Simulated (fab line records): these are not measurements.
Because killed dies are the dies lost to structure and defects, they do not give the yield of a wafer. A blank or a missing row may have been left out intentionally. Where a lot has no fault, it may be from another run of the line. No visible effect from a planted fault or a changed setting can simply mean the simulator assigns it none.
A single fault, viewed from 2 desks :: flow gf180mcu :: what lay behind the numbers comes last; until then each desk has only its own

AT THE METROLOGY DESK
Means of the sampled wafers that have a number, per lot and without regard to the tool the lot ran on: this is what the gauges read. A lot is out of limits, marked OUT, if its mean lies more than 4 standard deviations from the usual mean; the brackets give that distance.
Columns: A = CONTACT_CVD_02_THK at GF_CONTACT_THK_MEAS_03, usual 853 nm; B = V1_W_THK at GF_V1_THK_MEAS_25, usual 352 nm
lot: L282
first seen here: day 15 14:40
A: 850
B: 352

lot: L283
first seen here: day 15 19:20
A: 856
B: 353

lot: L284
first seen here: day 16 03:01
A: 877
B: 343

lot: L285
first seen here: day 16 19:13
A: 851
B: 345

lot: L286
first seen here: day 17 02:13
A: 867
B: 351

lot: L288
first seen here: day 17 22:25
A: 859
B: 347

lot: L290
first seen here: day 18 11:32
A: 865
B: 351

lot: L291
first seen here: day 18 22:05
A: 866
B: 349

lot: L294
first seen here: day 19 18:06
A: 845
B: 355

lot: L296
first seen here: day 20 14:38
A: 841
B: 356

lot: L297
first seen here: day 20 20:59
A: 833
B: 351

lot: L299
first seen here: day 21 13:43
A: 856
B: 357

lot: L304
first seen here: day 23 09:47
A: 829
B: 351
This desk's verdict: no lot among the 13 shows anything out of limits.

FOR THE TOOL OWNER'S DESK: plasmaAsher-01
The tool's own readings at GF_V1_STRIP_18 (strips in O2/N2): means of the sampled wafers that have a number, for each lot that ran on this tool. A lot is out of limits, marked OUT, if its mean lies more than 4 standard deviations from the usual mean; the brackets give that distance.
Columns: A = chamberPressureMTorr at GF_V1_STRIP_18, usual 1500.1 mTorr; B = drypumpMotorCurrentA at GF_V1_STRIP_18, usual 5.89 A; C = heaterPowerW at GF_V1_STRIP_18, usual 300 W; D = n2FlowSccm at GF_V1_STRIP_18, usual 300.0 sccm; E = oesProductAu at GF_V1_STRIP_18, usual 0.593 a.u.; F = platenTempC at GF_V1_STRIP_18, usual 249.99 C
lot: L290
first seen here: day 21 13:50
A: 1500.9
B: 6.14
C: 297
D: 299.5
E: 0.591
F: 249.98

lot: L291
first seen here: day 22 02:09
A: 1501.2
B: 6.17
C: 300
D: 300.2
E: 0.596
F: 250.02

lot: L296
first seen here: day 23 16:04
A: 1700.5 (+99 or more) OUT
B: 6.14
C: 299
D: 300.0
E: 0.592
F: 250.04

lot: L297
first seen here: day 23 21:46
A: 1600.6 (+67) OUT
B: 6.17
C: 300
D: 300.6
E: 0.594
F: 250.07

lot: L299
first seen here: day 24 13:19
A: 1600.5 (+67) OUT
B: 6.17
C: 297
D: 299.9
E: 0.592
F: 250.03
Finding of this desk: L296, L297, L299 out of limits; the first was L296 at day 23 16:04, on chamberPressureMTorr at GF_V1_STRIP_18. In limits: L290, L291.

ALL TOGETHER
On L296, L297, L299, at day 23 16:04, an alarm was possible from the tool owner's desk.
Nothing out of limits was seen by the metrology desk.
The metrology desk has L296, L297, L299 on record, within its limits.
Of the lots named, all ran GF_V1_STRIP_18 on plasmaAsher-01.

WHAT HAD BEEN PUT IN BY THE SIMULATOR
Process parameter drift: plasmaAsher-01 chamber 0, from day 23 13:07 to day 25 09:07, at GF_V1_STRIP_18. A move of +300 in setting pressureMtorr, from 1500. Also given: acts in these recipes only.
Shown lots that were struck: L296, L297, L299.
Each desk's first reading out of limits, in hours after the fault started: the tool owner's desk, 3.
